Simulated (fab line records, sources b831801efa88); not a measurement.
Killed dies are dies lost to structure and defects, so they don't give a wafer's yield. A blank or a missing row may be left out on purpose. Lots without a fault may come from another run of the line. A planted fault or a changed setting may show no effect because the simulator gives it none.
Which tool did it? | flow sky130 | 12 lots, 36 wafers sampled, at 2 steps of a route of 708

WHAT THE GAUGES READ, wafer by wafer
SKY_METAL2_CD_MEAS_15: target cd 140 nm.
lot  | measured     | on        | cd_nm (nm)
L075 | day 35 06:42 | cd_sem-01 | 137.5 137.1 138.2
L077 | day 36 08:38 | cd_sem-02 | 137.6 139.6 137.7
L079 | day 36 21:51 | cd_sem-01 | 140.1 139.0 139.4
L081 | day 37 14:01 | cd_sem-02 | 141.5 140.3 141.0
L083 | day 37 23:56 | cd_sem-01 | 140.9 140.5 141.5
L086 | day 38 22:37 | cd_sem-02 | 142.8 142.0 142.3
L087 | day 39 03:08 | cd_sem-01 | 140.3 142.2 141.5
L089 | day 39 18:19 | cd_sem-01 | 140.3 139.4 139.8
L091 | day 40 12:04 | cd_sem-02 | 138.2 136.4 137.3
L093 | day 41 01:11 | cd_sem-02 | 140.5 140.7 138.9
L095 | day 41 09:43 | cd_sem-02 | 137.7 140.4 139.4
L097 | day 41 23:29 | cd_sem-02 | 141.3 140.8 139.8

WHICH TOOL RAN EACH LOT (tool, then ch and the chambers of the sampled wafers, then the start)
lot  | SKY_CONTACT_CMP_27
L075 | cmp-02 ch 2,3, day 31 18:39
L077 | cmp-02 ch 0,1, day 32 22:23
L079 | cmp-01 ch 0,1,2, day 33 11:22
L081 | cmp-01 ch 0,2,3, day 34 04:06
L083 | cmp-01 ch 2,3, day 34 15:08
L086 | cmp-01 ch 0,1,2, day 35 13:03
L087 | cmp-01 ch 0,1, day 35 19:00
L089 | cmp-02 ch 0,1,2, day 36 11:39
L091 | cmp-02 ch 1,2,3, day 37 05:18
L093 | cmp-02 ch 0,1,2, day 37 18:36
L095 | cmp-02 ch 0,3, day 38 05:54
L097 | cmp-02 ch 0,2,3, day 38 19:37
- SKY_CONTACT_CMP_27: polishes, stops on SiO2, t overpolish 15 s, target thk 0 nm.

THE ANSWER, worked out from the rows above alone
Rule: what is usual is taken from the lots themselves. Put in order of their means at a reading, lots are off if they are a third of the lots or fewer, leave a main group of 4 or more, and stand apart from it by a gap of 3 or more times the standard deviation of the main group's means; of several such gaps the widest counts. A main group whose means are all the same, to the digits that the tables above print for the reading, isn't used. A lot without any number at a reading at which 4 lots or more have one is off too. The other lots that the step has rows for count as sound.
No lot is off at any reading shown: from this, nothing can be told.

WHAT THE SIMULATOR HAD PUT IN
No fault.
